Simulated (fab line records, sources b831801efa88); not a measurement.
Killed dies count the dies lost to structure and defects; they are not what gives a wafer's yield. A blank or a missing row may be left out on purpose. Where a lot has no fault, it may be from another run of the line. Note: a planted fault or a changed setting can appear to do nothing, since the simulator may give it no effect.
2 desks looking at one fault -- flow gf180mcu -- every desk sees just its own numbers, and what lay behind them comes last

## FROM THE METROLOGY DESK
What the gauges read for every lot (on any tool): the sampled wafers with a number, averaged. Marked OUT: a lot whose mean sits more than 4 standard deviations from the usual mean, which makes it out of limits; the brackets give that distance.
Columns: A = cd_nm at GF_V5_CD_MEAS_14, usual 259.8 nm; B = V5_W_THK at GF_V5_THK_MEAS_25, usual 353 nm; C = cd_nm at GF_TOP_METAL_CD_MEAS_14, usual 439.7 nm; D = PASSIVATION_CVD_00_THK at GF_PASSIVATION_THK_MEAS_01, usual 1002 nm
lot,first seen here,A,B,C,D
L769,day 27 10:32,259.2,353,440.2,1009
L771,day 27 18:18,258.8,357,440.7,1010
L774,day 28 22:19,259.3,362,440.3,998
L775,day 29 06:01,259.7,359,443.1,1004
L777,day 29 17:44,259.4,349,441.3,1017
L781,day 31 00:28,262.8,357,439.9,1272 (+19) OUT
L784,day 31 17:40,261.1,349,435.1,1267 (+19) OUT
L786,day 32 01:48,259.4,342,442.7,984
L789,day 32 19:29,259.8,345,436.9,1009
L790,day 33 01:37,259.6,354,440.5,998
L791,day 33 06:27,260.9,356,440.5,1016
L792,day 33 13:27,258.6,350,437.6,1006
This desk's result: L781, L784 out of limits, first on L781 (PASSIVATION_CVD_00_THK at GF_PASSIVATION_THK_MEAS_01), day 31 20:13. Within limits: L769, L771, L774, L775, L777, L786, L789, L790, L791, L792.

## THE TOOL OWNER'S DESK: pecvd-04
The tool's own readings at GF_PASSIVATION_CVD_00 (deposits SiO2 from TEOS, target thk 1000 nm, time 111.95 s): means of the sampled wafers that have a number, for each lot that ran on this tool. Marked OUT: a lot whose mean sits more than 4 standard deviations from the usual mean, which makes it out of limits; the brackets give that distance.
Columns: A = heater_power_w at GF_PASSIVATION_CVD_00, usual 630 W; B = rf_fwd_power_W at GF_PASSIVATION_CVD_00, usual 595.8 W
lot,first seen here,A,B
L771,day 28 16:56,621,595.7
L774,day 29 20:29,603,597.7
L775,day 30 02:58,691,596.2
L777,day 30 15:02,657,592.3
L781,day 31 20:09,578,596.8
L784,day 32 12:59,594,597.4
This desk's verdict: no lot among the 6 shows anything out of limits.

## BROUGHT TOGETHER
At day 31 20:13 the metrology desk could have sounded an alarm, on L781, L784.
Nothing out of limits was seen by the tool owner's desk.
The tool owner's desk has L781, L784 on record, within its limits.
Of the lots named, all ran GF_PASSIVATION_CVD_00 on pecvd-04.

## WHAT HAD BEEN PUT IN BY THE SIMULATOR
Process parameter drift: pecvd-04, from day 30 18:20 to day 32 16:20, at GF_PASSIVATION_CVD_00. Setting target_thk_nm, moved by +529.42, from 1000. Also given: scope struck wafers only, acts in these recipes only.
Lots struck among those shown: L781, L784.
Hours from the fault's start to each desk's first reading out of limits: the metrology desk, 26.
